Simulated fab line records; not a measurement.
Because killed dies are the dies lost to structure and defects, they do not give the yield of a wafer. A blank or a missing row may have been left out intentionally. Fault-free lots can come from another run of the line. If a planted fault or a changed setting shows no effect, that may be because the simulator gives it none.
Which tool is to blame? ; flow sky130 ; 36 wafers from 12 lots sampled at 5 of the route's 708 steps

== WHAT THE GAUGES READ, wafer by wafer ==
SKY_PWDE_OVL_MEAS_07. Usual: PWDE_OVL -0.2 nm, standard deviation 1.2.
lot;measured;on;PWDE_OVL (nm);flag
L974;day 3 21:29;overlay-02;-0.8 -0.4 -0.9;
L975;day 4 03:33;overlay-02;-1.2 -1.0 -1.1;
L976;day 4 08:14;overlay-02;0.5 1.2 0.7;
L979;day 4 23:43;overlay-02;0.2 1.0 1.5;
L980;day 5 04:04;overlay-01;-2.1 -2.0 -0.9;
L981;day 5 09:08;overlay-01;-0.9 1.7 1.3;
L982;day 5 18:14;overlay-01;-0.4 1.3 0.1;
L985;day 6 08:47;overlay-02;-0.8 0.6 -0.8;
L989;day 7 07:05;overlay-02;0.9 -0.8 -0.5;
L991;day 7 19:52;overlay-01;-0.8 -2.9 -0.7;
L995;day 8 16:56;overlay-01;-1.0 -0.4 0.3;
L996;day 8 22:59;overlay-01;0.2 -2.7 -0.8;

SKY_VT_ADJUST_HVTP_OVL_MEAS_08. Usual: VT_ADJUST_HVTP_OVL -0.6 nm, standard deviation 1.4.
lot;measured;on;VT_ADJUST_HVTP_OVL (nm);flag
L974;day 6 04:15;overlay-02;0.2 -0.3 -0.6;
L975;day 6 11:34;overlay-02;0.4 1.8 0.7;
L976;day 6 15:16;overlay-01;1.1 -1.2 0.1;
L979;day 7 08:00;overlay-02;-0.2 0.7 0.4;
L980;day 7 13:05;overlay-01;-2.5 -2.1 -0.4;
L981;day 7 19:06;overlay-01;0.6 -2.5 -1.2;
L982;day 8 05:40;overlay-02;-2.6 -1.5 -2.4;
L985;day 8 20:58;overlay-02;0.3 -0.7 -0.9;
L989;day 9 23:52;overlay-01;-1.5 1.5 0.1;
L991;day 10 14:22;overlay-02;-0.8 -1.1 -1.4;
L995;day 11 14:33;overlay-01;-0.6 -0.8 -0.2;
L996;day 11 20:07;overlay-02;-1.4 -2.1 -3.1;

SKY_VT_ADJUST_LVTN_OVL_MEAS_07. Usual: VT_ADJUST_LVTN_OVL 0.7 nm, standard deviation 1.3.
lot;measured;on;VT_ADJUST_LVTN_OVL (nm);flag
L974;day 6 23:41;overlay-02;2.3 0.9 -0.1;
L975;day 7 06:51;overlay-01;0.2 0.0 2.4;
L976;day 7 10:22;overlay-01;-0.5 1.8 0.5;
L979;day 8 04:19;overlay-01;1.1 0.1 0.6;
L980;day 8 09:49;overlay-01;1.6 1.1 0.4;
L981;day 8 15:55;overlay-02;290.0 290.3 290.8;OFF
L982;day 9 03:06;overlay-02;286.6 290.5 290.2;OFF
L985;day 9 18:59;overlay-02;2.3 -1.2 0.8;
L989;day 10 22:54;overlay-02;0.8 1.1 1.7;
L991;day 11 13:42;overlay-02;-0.7 -0.1 1.0;
L995;day 12 14:31;overlay-01;-0.7 0.5 0.4;
L996;day 12 20:59;overlay-01;0.1 -0.7 -1.4;

== EACH LOT AND THE TOOL THAT RAN IT (in order: tool; ch and the chambers of the sampled wafers; start) ==
lot;SKY_NWELL_STRIP_25;SKY_VT_ADJUST_LVTN_EXPOSE_04
L974;plasmaAsher-03 ch 0, day 5 09:13;ilineStepper-01 ch 0, day 6 14:05
L975;plasmaAsher-04 ch 0,1, day 5 16:11;ilineStepper-01 ch 0, day 6 21:28
L976;plasmaAsher-04 ch 0,1, day 5 20:16;ilineStepper-01 ch 0, day 7 00:56
L979;plasmaAsher-04 ch 0,1, day 6 12:58;ilineStepper-02 ch 0, day 7 18:21
L980;plasmaAsher-03 ch 0,1, day 6 17:31;ilineStepper-01 ch 0, day 8 00:09
L981;plasmaAsher-03 ch 0,1, day 6 22:52;ilineStepper-01 ch 0, day 8 05:16
L982;plasmaAsher-03 ch 0,1, day 7 09:02;ilineStepper-01 ch 0, day 8 16:28
L985;plasmaAsher-01 ch 0,1, day 7 23:58;ilineStepper-02 ch 0, day 9 07:50
L989;plasmaAsher-04 ch 0,1, day 9 01:32;ilineStepper-02 ch 0, day 10 11:32
L991;plasmaAsher-01 ch 0,1, day 9 15:18;ilineStepper-02 ch 0, day 11 02:26
L995;plasmaAsher-03 ch 0,1, day 10 14:55;ilineStepper-02 ch 0, day 12 02:52
L996;plasmaAsher-04 ch 0,1, day 10 20:12;ilineStepper-02 ch 0, day 12 08:29
- SKY_NWELL_STRIP_25: strips in O2/N2.
- SKY_VT_ADJUST_LVTN_EXPOSE_04: exposes mask NWM COMPLEMENT LESS NATIVE, target cd 840 nm.

== WHAT THE TOOLS THEMSELVES READ (means of the sampled wafers that have a number; where no wafer has one, the mark that the record gives instead) ==
SKY_NWELL_STRIP_25. Usual: drypumpMotorCurrentA 5.4 A, standard deviation 0.59; oesProductAu 0.723 a.u., standard deviation 0.0046; stripTimeToEndpointS 36.97 s, standard deviation 0.11.
lot;tool;drypumpMotorCurrentA (A);oesProductAu (a.u.);stripTimeToEndpointS (s);flag
L974;plasmaAsher-03;6.5;0.722;37.11;
L975;plasmaAsher-04;5.3;0.719;36.99;
L976;plasmaAsher-04;5.3;0.718;36.96;
L979;plasmaAsher-04;5.3;0.726;36.88;
L980;plasmaAsher-03;5.5;0.726;37.11;
L981;plasmaAsher-03;6.0;0.718;36.94;
L982;plasmaAsher-03;5.4;0.725;37.01;
L985;plasmaAsher-01;5.1;0.722;36.75;
L989;plasmaAsher-04;5.3;0.721;36.94;
L991;plasmaAsher-01;5.1;0.725;37.16;
L995;plasmaAsher-03;6.0;0.722;36.84;
L996;plasmaAsher-04;5.3;0.725;36.89;

SKY_VT_ADJUST_LVTN_EXPOSE_04. Usual: stageVelMmS 499.97 mm/s, standard deviation 0.26.
lot;tool;stageVelMmS (mm/s);flag
L974;ilineStepper-01;500.00;
L975;ilineStepper-01;499.96;
L976;ilineStepper-01;499.87;
L979;ilineStepper-02;500.16;
L980;ilineStepper-01;500.38;
L981;ilineStepper-01;500.16;
L982;ilineStepper-01;499.84;
L985;ilineStepper-02;499.98;
L989;ilineStepper-02;499.69;
L991;ilineStepper-02;500.11;
L995;ilineStepper-02;500.31;
L996;ilineStepper-02;499.66;

== THE ANSWER, worked out from the rows above alone ==
Rule: a lot is off if the mean of its wafers that have a number lies more than 3 standard deviations from the usual mean. A lot without any number at a reading at which 4 lots or more have one is off too. Where the step has rows for the other lots, those lots are counted as sound. The gauges are gone through in route order, then the tools' own readings, and for those a lot's mean is taken as printed above. At the first step where some lot is off, the reading lying furthest off is the one used; lots without a number count as furthest.
Off: L981, L982, at SKY_VT_ADJUST_LVTN_OVL_MEAS_07 (VT_ADJUST_LVTN_OVL).
A tool fits if, at a process step before that reading, it ran every lot that is off, and no sound lot after the first of them. Those tools and the gauges at SKY_VT_ADJUST_LVTN_OVL_MEAS_07 are tried in the same way. One candidate fits, namely ilineStepper-01 at SKY_VT_ADJUST_LVTN_EXPOSE_04. A fault onset in the window from L980 (day 8 00:09, its last sound lot) to L981 (day 8 05:16, its first lot off) fits.

== WHAT THE SIMULATOR PUT IN ==
Scanner matching overlay: ilineStepper-01, from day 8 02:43 on, at SKY_VT_ADJUST_LVTN_EXPOSE_04. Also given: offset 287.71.
Shown lots that were struck: L981, L982. The rule above found the same.
